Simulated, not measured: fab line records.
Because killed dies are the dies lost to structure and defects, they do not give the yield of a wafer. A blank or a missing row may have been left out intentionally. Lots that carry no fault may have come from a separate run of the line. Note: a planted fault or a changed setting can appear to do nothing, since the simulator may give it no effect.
Which tool was responsible? || flow sky130 || 39 wafers from 13 lots sampled at 3 of the route's 708 steps

## WHAT EACH GAUGE READ, for each wafer
SKY_NWELL_OVL_MEAS_10.
{"lot": "L273", "measured": "day 4 12:14", "on": "overlay-02", "NWELL_00_OVL (nm)": "0.1 0.6 0.7"}
{"lot": "L276", "measured": "day 5 06:52", "on": "overlay-02", "NWELL_00_OVL (nm)": "0.1 0.4 -0.5"}
{"lot": "L277", "measured": "day 5 13:07", "on": "overlay-01", "NWELL_00_OVL (nm)": "0.7 0.6 1.2"}
{"lot": "L279", "measured": "day 5 21:42", "on": "overlay-02", "NWELL_00_OVL (nm)": "-2.0 -0.3 -0.4"}
{"lot": "L280", "measured": "day 6 06:02", "on": "overlay-02", "NWELL_00_OVL (nm)": "1.1 -0.4 -0.7"}
{"lot": "L281", "measured": "day 6 15:24", "on": "overlay-02", "NWELL_00_OVL (nm)": "-0.7 0.4 1.1"}
{"lot": "L283", "measured": "day 6 23:04", "on": "overlay-01", "NWELL_00_OVL (nm)": "-1.7 1.9 -0.4"}
{"lot": "L284", "measured": "day 7 02:01", "on": "overlay-02", "NWELL_00_OVL (nm)": "-2.3 -0.4 0.7"}
{"lot": "L291", "measured": "day 8 19:20", "on": "overlay-02", "NWELL_00_OVL (nm)": "1.1 0.8 -0.4"}
{"lot": "L292", "measured": "day 9 02:22", "on": "overlay-02", "NWELL_00_OVL (nm)": "-0.3 -0.7 0.9"}
{"lot": "L293", "measured": "day 9 08:24", "on": "overlay-02", "NWELL_00_OVL (nm)": "2.4 1.5 1.9"}
{"lot": "L294", "measured": "day 9 15:54", "on": "overlay-02", "NWELL_00_OVL (nm)": "1.1 1.1 1.0"}
{"lot": "L296", "measured": "day 10 05:21", "on": "overlay-02", "NWELL_00_OVL (nm)": "0.0 -2.0 0.6"}

## EACH LOT AND THE TOOL THAT RAN IT (in order: tool; ch and the chambers of the sampled wafers; start)
{"lot": "L273", "SKY_FIELD_ISO_WET_ETCH_18": "wetBench-01 ch 0, day 2 06:15", "SKY_FIELD_ISO_CMP_27": "cmp-02 ch 1,2, day 2 09:40"}
{"lot": "L276", "SKY_FIELD_ISO_WET_ETCH_18": "wetBench-02 ch 1, day 2 21:09", "SKY_FIELD_ISO_CMP_27": "cmp-02 ch 0,3, day 3 01:31"}
{"lot": "L277", "SKY_FIELD_ISO_WET_ETCH_18": "wetBench-01 ch 1, day 3 01:24", "SKY_FIELD_ISO_CMP_27": "cmp-01 ch 0,1,3, day 3 06:48"}
{"lot": "L279", "SKY_FIELD_ISO_WET_ETCH_18": "wetBench-03 ch 2, day 3 11:56", "SKY_FIELD_ISO_CMP_27": "cmp-02 ch 1,2,3, day 3 15:26"}
{"lot": "L280", "SKY_FIELD_ISO_WET_ETCH_18": "wetBench-02 ch 2, day 3 17:39", "SKY_FIELD_ISO_CMP_27": "cmp-01 ch 0,1, day 3 20:53"}
{"lot": "L281", "SKY_FIELD_ISO_WET_ETCH_18": "wetBench-02 ch 2, day 3 22:14", "SKY_FIELD_ISO_CMP_27": "cmp-01 ch 1,2,3, day 4 03:57"}
{"lot": "L283", "SKY_FIELD_ISO_WET_ETCH_18": "wetBench-02 ch 2, day 4 08:15", "SKY_FIELD_ISO_CMP_27": "cmp-01 ch 1,2, day 4 12:31"}
{"lot": "L284", "SKY_FIELD_ISO_WET_ETCH_18": "wetBench-01 ch 0, day 4 12:46", "SKY_FIELD_ISO_CMP_27": "cmp-01 ch 0,2,3, day 4 16:10"}
{"lot": "L291", "SKY_FIELD_ISO_WET_ETCH_18": "wetBench-01 ch 3, day 6 02:01", "SKY_FIELD_ISO_CMP_27": "cmp-02 ch 0,2,3, day 6 05:09"}
{"lot": "L292", "SKY_FIELD_ISO_WET_ETCH_18": "wetBench-01 ch 0, day 6 07:06", "SKY_FIELD_ISO_CMP_27": "cmp-02 ch 0,2,3, day 6 11:20"}
{"lot": "L293", "SKY_FIELD_ISO_WET_ETCH_18": "wetBench-01 ch 2, day 6 12:28", "SKY_FIELD_ISO_CMP_27": "cmp-02 ch 0,2, day 6 17:16"}
{"lot": "L294", "SKY_FIELD_ISO_WET_ETCH_18": "wetBench-02 ch 3, day 6 18:47", "SKY_FIELD_ISO_CMP_27": "cmp-02 ch 1,3, day 6 23:08"}
{"lot": "L296", "SKY_FIELD_ISO_WET_ETCH_18": "wetBench-03 ch 2, day 7 07:00", "SKY_FIELD_ISO_CMP_27": "cmp-02 ch 0,1, day 7 10:56"}
- SKY_FIELD_ISO_WET_ETCH_18: etches Si3N4 in H3PO4, target depth 25 nm, time 286 s.
- SKY_FIELD_ISO_CMP_27: polishes, stops on Si3N4, t overpolish 16 s, target thk 457.8 nm.

## WHAT THE TOOLS THEMSELVES READ (means of the sampled wafers that have a number; where no wafer has one, the mark that the record gives instead)
SKY_FIELD_ISO_WET_ETCH_18.
{"lot": "L273", "tool": "wetBench-01", "runLengthS (s)": 311}
{"lot": "L276", "tool": "wetBench-02", "runLengthS (s)": 320}
{"lot": "L277", "tool": "wetBench-01", "runLengthS (s)": 320}
{"lot": "L279", "tool": "wetBench-03", "runLengthS (s)": 313}
{"lot": "L280", "tool": "wetBench-02", "runLengthS (s)": 312}
{"lot": "L281", "tool": "wetBench-02", "runLengthS (s)": 312}
{"lot": "L283", "tool": "wetBench-02", "runLengthS (s)": 319}
{"lot": "L284", "tool": "wetBench-01", "runLengthS (s)": 312}
{"lot": "L291", "tool": "wetBench-01", "runLengthS (s)": 668}
{"lot": "L292", "tool": "wetBench-01", "runLengthS (s)": 311}
{"lot": "L293", "tool": "wetBench-01", "runLengthS (s)": 314}
{"lot": "L294", "tool": "wetBench-02", "runLengthS (s)": 319}
{"lot": "L296", "tool": "wetBench-03", "runLengthS (s)": 312}

SKY_FIELD_ISO_CMP_27.
{"lot": "L273", "tool": "cmp-02", "motorCurrentA (A)": 11.6}
{"lot": "L276", "tool": "cmp-02", "motorCurrentA (A)": 12.4}
{"lot": "L277", "tool": "cmp-01", "motorCurrentA (A)": 12.4}
{"lot": "L279", "tool": "cmp-02", "motorCurrentA (A)": 11.3}
{"lot": "L280", "tool": "cmp-01", "motorCurrentA (A)": 12.1}
{"lot": "L281", "tool": "cmp-01", "motorCurrentA (A)": 12.5}
{"lot": "L283", "tool": "cmp-01", "motorCurrentA (A)": 12.8}
{"lot": "L284", "tool": "cmp-01", "motorCurrentA (A)": 12.3}
{"lot": "L291", "tool": "cmp-02", "motorCurrentA (A)": 11.8}
{"lot": "L292", "tool": "cmp-02", "motorCurrentA (A)": 11.2}
{"lot": "L293", "tool": "cmp-02", "motorCurrentA (A)": 11.2}
{"lot": "L294", "tool": "cmp-02", "motorCurrentA (A)": 11.5}
{"lot": "L296", "tool": "cmp-02", "motorCurrentA (A)": 12.9}

## THE ANSWER, worked out from the rows above alone
Rule: the usual values come from the lots themselves. The widest of any qualifying gaps counts: lots, ordered by their means at a reading, are off when they make up no more than a third of the lots, leave a main group of 4 or more, and stand apart from it by 3 or more times the standard deviation of that group's means. The tables above print the reading to a certain number of digits; a main group whose means all agree to those digits is not used. A lot without any number at a reading at which 4 lots or more have one is off too. All remaining lots with rows at the step are treated as sound. Order of review: gauges by route order, followed by the tools' own readings, for which a lot's mean as printed above is used. At the first step where some lot is off, the reading lying furthest off is the one used; lots without a number count as furthest.
Off, at SKY_FIELD_ISO_WET_ETCH_18 on runLengthS: L291. Main group: mean 315 s, sd 3.6.
If a tool, at that step or one of the process steps before it, ran each lot that is off and ran no sound lot following the first of them, it fits. No candidate that was tried fits.

## WHAT HAD BEEN PUT IN BY THE SIMULATOR
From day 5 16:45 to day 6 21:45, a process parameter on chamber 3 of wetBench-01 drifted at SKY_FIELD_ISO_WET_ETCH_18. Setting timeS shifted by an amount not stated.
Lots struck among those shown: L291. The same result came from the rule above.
